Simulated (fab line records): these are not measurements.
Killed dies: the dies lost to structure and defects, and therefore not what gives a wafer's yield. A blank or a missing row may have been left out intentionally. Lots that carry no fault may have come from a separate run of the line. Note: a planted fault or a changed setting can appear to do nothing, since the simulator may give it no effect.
Which tool did it? || flow gf180mcu || Sampling: 15 lots, 44 wafers, 4 of 602 route steps

== WHAT EACH GAUGE READ, for each wafer ==
GF_POLY_GATE_THK_MEAS_17.
{"lot": "L395", "measured": "day 9 06:16", "on": "film-metro-01", "POLY_GATE_OXIDATION_THK (nm)": "4.18 4.08 4.12"}
{"lot": "L396", "measured": "day 9 16:02", "on": "film-metro-01", "POLY_GATE_OXIDATION_THK (nm)": "4.06 4.08 3.93"}
{"lot": "L397", "measured": "day 10 00:34", "on": "film-metro-01", "POLY_GATE_OXIDATION_THK (nm)": "4.11 4.04 3.93"}
{"lot": "L399", "measured": "day 10 18:56", "on": "film-metro-04", "POLY_GATE_OXIDATION_THK (nm)": "4.08 4.11 4.13"}
{"lot": "L400", "measured": "day 10 23:02", "on": "film-metro-01", "POLY_GATE_OXIDATION_THK (nm)": "3.97 3.96 3.91"}
{"lot": "L401", "measured": "day 11 02:46", "on": "film-metro-04", "POLY_GATE_OXIDATION_THK (nm)": "4.12 4.17 4.17"}
{"lot": "L402", "measured": "day 11 09:53", "on": "film-metro-01", "POLY_GATE_OXIDATION_THK (nm)": "4.06 4.03 4.07"}
{"lot": "L403", "measured": "day 11 19:26", "on": "film-metro-01", "POLY_GATE_OXIDATION_THK (nm)": "4.05 3.96 3.96"}
{"lot": "L404", "measured": "day 11 23:07", "on": "film-metro-01", "POLY_GATE_OXIDATION_THK (nm)": "4.04 4.08 3.97"}
{"lot": "L405", "measured": "day 12 07:19", "on": "film-metro-03", "POLY_GATE_OXIDATION_THK (nm)": "4.00 4.05 3.96"}
{"lot": "L411", "measured": "day 14 00:37", "on": "film-metro-04", "POLY_GATE_OXIDATION_THK (nm)": "4.05 4.19 4.10"}
{"lot": "L412", "measured": "day 14 07:43", "on": "film-metro-01", "POLY_GATE_OXIDATION_THK (nm)": "4.00 4.04 3.94"}
{"lot": "L413", "measured": "day 14 18:13", "on": "film-metro-03", "POLY_GATE_OXIDATION_THK (nm)": "4.12 4.13"}
{"lot": "L415", "measured": "day 15 07:05", "on": "film-metro-04", "POLY_GATE_OXIDATION_THK (nm)": "4.03 4.05 4.08"}
{"lot": "L416", "measured": "day 15 13:10", "on": "film-metro-03", "POLY_GATE_OXIDATION_THK (nm)": "3.94 3.95 3.92"}

GF_HV_LDD_RS_MEAS_53: a four-point-probe measurement.
{"lot": "L395", "measured": "day 12 08:37", "on": "film-metro-04", "HV_LDD_RS (ohm/sq)": "418.4 418.8 419.4"}
{"lot": "L396", "measured": "day 12 20:18", "on": "film-metro-03", "HV_LDD_RS (ohm/sq)": "417.1 418.3 418.2"}
{"lot": "L397", "measured": "day 13 05:31", "on": "film-metro-04", "HV_LDD_RS (ohm/sq)": "418.4 418.0 419.4"}
{"lot": "L399", "measured": "day 14 02:46", "on": "film-metro-02", "HV_LDD_RS (ohm/sq)": "417.4 418.1 418.2"}
{"lot": "L400", "measured": "day 14 05:55", "on": "film-metro-02", "HV_LDD_RS (ohm/sq)": "416.4 417.7 417.0"}
{"lot": "L401", "measured": "day 14 11:31", "on": "film-metro-04", "HV_LDD_RS (ohm/sq)": "419.6 419.7 419.1"}
{"lot": "L402", "measured": "day 14 18:22", "on": "film-metro-04", "HV_LDD_RS (ohm/sq)": "418.3 418.4 419.2"}
{"lot": "L403", "measured": "day 15 05:31", "on": "film-metro-04", "HV_LDD_RS (ohm/sq)": "420.1 418.5 419.3"}
{"lot": "L404", "measured": "day 15 09:16", "on": "film-metro-03", "HV_LDD_RS (ohm/sq)": "417.8 417.9 417.6"}
{"lot": "L405", "measured": "day 15 18:41", "on": "film-metro-03", "HV_LDD_RS (ohm/sq)": "419.2 418.9 418.4"}
{"lot": "L411", "measured": "day 17 18:32", "on": "film-metro-04", "HV_LDD_RS (ohm/sq)": "423.2 418.3 417.3"}
{"lot": "L412", "measured": "day 18 02:40", "on": "film-metro-03", "HV_LDD_RS (ohm/sq)": "425.0 420.0 420.0"}
{"lot": "L413", "measured": "day 18 13:50", "on": "film-metro-02", "HV_LDD_RS (ohm/sq)": "418.2 423.5"}
{"lot": "L415", "measured": "day 19 06:08", "on": "film-metro-02", "HV_LDD_RS (ohm/sq)": "417.7 418.0 419.3"}
{"lot": "L416", "measured": "day 19 10:19", "on": "film-metro-02", "HV_LDD_RS (ohm/sq)": "419.9 419.3 420.6"}

GF_V2_THK_MEAS_01.
{"lot": "L395", "measured": "day 19 03:20", "on": "film-metro-03", "V2_CVD_00_THK (nm)": "604 604 600"}
{"lot": "L396", "measured": "day 19 20:22", "on": "film-metro-02", "V2_CVD_00_THK (nm)": "594 601 598"}
{"lot": "L397", "measured": "day 20 06:52", "on": "film-metro-02", "V2_CVD_00_THK (nm)": "593 601 608"}
{"lot": "L399", "measured": "day 21 06:53", "on": "film-metro-02", "V2_CVD_00_THK (nm)": "602 614 597"}
{"lot": "L400", "measured": "day 21 12:22", "on": "film-metro-02", "V2_CVD_00_THK (nm)": "599 608 606"}
{"lot": "L401", "measured": "day 21 16:20", "on": "film-metro-03", "V2_CVD_00_THK (nm)": "593 594 597"}
{"lot": "L402", "measured": "day 22 00:01", "on": "film-metro-03", "V2_CVD_00_THK (nm)": "589 594 599"}
{"lot": "L403", "measured": "day 22 12:10", "on": "film-metro-02", "V2_CVD_00_THK (nm)": "621 612 612"}
{"lot": "L404", "measured": "day 22 15:32", "on": "film-metro-03", "V2_CVD_00_THK (nm)": "601 593 604"}
{"lot": "L405", "measured": "day 23 03:22", "on": "film-metro-03", "V2_CVD_00_THK (nm)": "609 606 607"}
{"lot": "L411", "measured": "day 25 03:19", "on": "film-metro-04", "V2_CVD_00_THK (nm)": "607 611 614"}
{"lot": "L412", "measured": "day 25 09:31", "on": "film-metro-02", "V2_CVD_00_THK (nm)": "607 601 600"}
{"lot": "L413", "measured": "day 25 18:42", "on": "film-metro-04", "V2_CVD_00_THK (nm)": "604 606"}
{"lot": "L415", "measured": "day 26 08:55", "on": "film-metro-03", "V2_CVD_00_THK (nm)": "601 602 603"}
{"lot": "L416", "measured": "day 26 12:28", "on": "film-metro-02", "V2_CVD_00_THK (nm)": "606 595 600"}

== TOOL THAT RAN EACH LOT (tool first, then ch and the chambers of the sampled wafers, then the start) ==
{"lot": "L395", "GF_HV_LDD_IMPLANT_09": "implanter-01 ch 0, day 9 23:55"}
{"lot": "L396", "GF_HV_LDD_IMPLANT_09": "implanter-01 ch 0, day 10 09:41"}
{"lot": "L397", "GF_HV_LDD_IMPLANT_09": "implanter-02 ch 0, day 10 18:49"}
{"lot": "L399", "GF_HV_LDD_IMPLANT_09": "implanter-01 ch 0, day 11 13:42"}
{"lot": "L400", "GF_HV_LDD_IMPLANT_09": "implanter-04 ch 0, day 11 17:31"}
{"lot": "L401", "GF_HV_LDD_IMPLANT_09": "implanter-04 ch 0, day 11 22:07"}
{"lot": "L402", "GF_HV_LDD_IMPLANT_09": "implanter-02 ch 0, day 12 04:35"}
{"lot": "L403", "GF_HV_LDD_IMPLANT_09": "implanter-04 ch 0, day 12 15:23"}
{"lot": "L404", "GF_HV_LDD_IMPLANT_09": "implanter-01 ch 0, day 12 18:04"}
{"lot": "L405", "GF_HV_LDD_IMPLANT_09": "implanter-04 ch 0, day 13 02:20"}
{"lot": "L411", "GF_HV_LDD_IMPLANT_09": "implanter-01 ch 0, day 14 21:19"}
{"lot": "L412", "GF_HV_LDD_IMPLANT_09": "implanter-01 ch 0, day 15 05:14"}
{"lot": "L413", "GF_HV_LDD_IMPLANT_09": "implanter-01 ch 0, day 15 16:25"}
{"lot": "L415", "GF_HV_LDD_IMPLANT_09": "implanter-04 ch 0, day 16 05:40"}
{"lot": "L416", "GF_HV_LDD_IMPLANT_09": "implanter-04 ch 0, day 16 10:55"}
- GF_HV_LDD_IMPLANT_09

== WHAT THE TOOLS THEMSELVES READ (means of the sampled wafers that have a number; where no wafer has one, the mark that the record gives instead) ==
The record holds no such reading with a usual standard deviation.

== THE ANSWER, worked out from the rows above alone ==
Rule: usual is defined by the lots themselves. The widest of any qualifying gaps counts: lots, ordered by their means at a reading, are off when they make up no more than a third of the lots, leave a main group of 4 or more, and stand apart from it by 3 or more times the standard deviation of that group's means. If all means in a main group match to the digits the tables above print for the reading, that group is not used. Also off: a lot with no number at a reading for which 4 or more lots have one. Where the step has rows for the other lots, those lots are counted as sound. First the gauges in route order, then the tools' own readings, where a lot's mean is used as printed above. The first step at which some lot is off is used, and at that step the reading that is off furthest; a lot without a number counts as furthest.
None of the lots is off at any reading shown; this tells nothing.

== WHAT THE SIMULATOR HAD INSERTED ==
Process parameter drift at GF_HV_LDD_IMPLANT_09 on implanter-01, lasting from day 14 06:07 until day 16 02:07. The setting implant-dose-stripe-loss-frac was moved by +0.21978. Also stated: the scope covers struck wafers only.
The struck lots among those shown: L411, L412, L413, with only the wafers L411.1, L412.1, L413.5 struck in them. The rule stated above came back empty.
